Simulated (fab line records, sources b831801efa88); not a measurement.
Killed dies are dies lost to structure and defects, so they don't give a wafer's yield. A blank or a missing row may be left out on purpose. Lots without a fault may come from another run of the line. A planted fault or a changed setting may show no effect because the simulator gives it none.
One fault seen from 2 desks | flow gf180mcu | each desk has only its own numbers; what lay behind them comes last

THE METROLOGY DESK
What the gauges read, lot by lot, whatever tool the lot ran on: means of the sampled wafers that have a number. A lot is out of limits, marked OUT, if its mean lies more than 4 standard deviations from the usual mean; the brackets give that distance.
Columns: A = POLY_GATE_OXIDATION_THK at GF_POLY_GATE_THK_MEAS_17, usual 3.99 nm
lot  | first seen here | A
L935 | day 9 06:39     | 4.13
L936 | day 9 12:25     | 4.05
L937 | day 9 19:23     | 3.89
L940 | day 10 19:19    | 3.94
L941 | day 11 00:37    | 4.02
L945 | day 12 10:38    | 3.91
L946 | day 12 13:24    | 3.99
L949 | day 13 15:23    | 3.85
L950 | day 13 21:49    | 3.97
L952 | day 14 09:18    | 4.06
L953 | day 14 22:14    | 3.92
L954 | day 15 02:25    | 3.94
L956 | day 15 14:27    | 3.98
L957 | day 15 23:57    | 4.09
This desk's finding: nothing out of limits on any of the 14 lots.

THE TOOL OWNER'S DESK: iline_stepper-01
The tool's own readings at GF_NSD_EXPOSE_04 (exposes mask Nplus, target cd 400 nm): means of the sampled wafers that have a number, for each lot that ran on this tool. A lot is out of limits, marked OUT, if its mean lies more than 4 standard deviations from the usual mean; the brackets give that distance.
Columns: A = exposure_dose_mJ_cm2 at GF_NSD_EXPOSE_04, usual 140.02; B = focus_offset_nm at GF_NSD_EXPOSE_04, usual 0.0 nm
lot  | first seen here | A      | B
L935 | day 13 00:23    | 140.13 | -0.4
L936 | day 13 06:55    | 140.19 | 0.0
L937 | day 13 14:20    | 140.02 | -0.2
L940 | day 14 18:58    | 139.98 | 0.2
L950 | day 18 04:35    | 139.92 | -0.0
L952 | day 18 19:22    | 139.96 | 0.7
L953 | day 19 10:08    | 140.07 | -0.3
L954 | day 19 14:46    | 139.89 | -0.1
This desk's finding: nothing out of limits on any of the 8 lots.

PUT TOGETHER
The metrology desk saw nothing out of limits.
The tool owner's desk saw nothing out of limits.

WHAT THE SIMULATOR HAD PUT IN
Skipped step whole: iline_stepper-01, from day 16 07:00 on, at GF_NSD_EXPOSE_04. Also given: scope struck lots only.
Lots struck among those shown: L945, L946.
